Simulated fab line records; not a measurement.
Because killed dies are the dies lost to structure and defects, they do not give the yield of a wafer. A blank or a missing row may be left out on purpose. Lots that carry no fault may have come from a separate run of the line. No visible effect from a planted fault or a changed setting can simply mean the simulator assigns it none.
Code-filled problem report in 8D (eight disciplines) form | flow sky130 | the parts of the form that need people (team, actions taken, sign-off) are left out

1. WHAT IS WRONG
ramp up c per s at SKY_SD_N_RTA_14 reads a mean of 44.99 on 6 wafers of 2 lots; wafers without a fault read 150.00 with a standard deviation of 0.029. That is -99 or more standard deviations from the usual mean.
The step: time 2 s.
Seen first at day 33 23:44 on rtp anneal-02, wafer L299.4. The record has a number at this step for 36 wafers belonging to 12 lots. Rule for "out", or "out of limits": more than 4 standard deviations from the usual mean. The rest of the wafers with a number are treated as sound.

2. WHAT IT IS; WHAT IT IS NOT
question                    | is                     | is not
which readings at this step | ramp up c per s        | anneal temp c max, lamp power pct
which lots                  | L299, L301             | L281, L282, L284, L288, L289, L291, L292, L293, L296, L302
which wafers of those lots  | all that have a number | -
read on which tools         | rtp anneal-02          | rtp anneal-01
when                        | from day 33 23:44      | up to then (27 sound wafers); but 3 sound wafers of L302 came after

3. WHAT RULES OUT EACH SUSPECT
Counting: any tool at a process step up to the reading is kept as a suspect provided that every lot that is out went through it and no sound lot did after the first of them.
- rtp anneal-02 at SKY_SD_N_RTA_14 (time 2 s): kept. Every lot that is out went through it, starting with L299 (day 33 23:44), and after that it ran no sound lot; the last sound lot it ran before then is L293 (day 32 03:00). Its own ramp up c per s readings are out on those wafers.
Left after counting: rtp anneal-02 at SKY_SD_N_RTA_14.

4. THE CAUSE (what the simulator had put in)
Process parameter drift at SKY_SD_N_RTA_14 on rtp anneal-02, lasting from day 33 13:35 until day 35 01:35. From 150, the setting ramp up c per s moved by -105. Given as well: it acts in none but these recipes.
Only this tool survived the counting.

5. THE CHAIN OF EFFECTS, in route order
Each row: a reading whose mean over the struck wafers that have a number lies more than 3 standard deviations from the usual. Readings are gone through only where the record gives a usual standard deviation; hours: the median, over the lots, of the time from a lot's start at the first step in this table giving one to that lot's start at this step; sigmas: the change measured in usual standard deviations.
hours | step            | reading         | usual  | on struck wafers | change  | sigmas
0     | SKY_SD_N_RTA_14 | ramp up c per s | 150.00 | 44.99            | -105.01 | -99 or more
The process steps in it:
- SKY_SD_N_RTA_14: time 2 s.
At these later measuring or inspecting steps, every struck wafer for which the step has a row has a number for every such reading, and none has moved that far: SKY_LI_CONTACT_CD_MEAS_12.

6. WHAT WOULD HAVE CAUGHT IT SOONER
In this record the first reading out of limits was taken at day 33 23:44, 10 hours after the fault began at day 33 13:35.
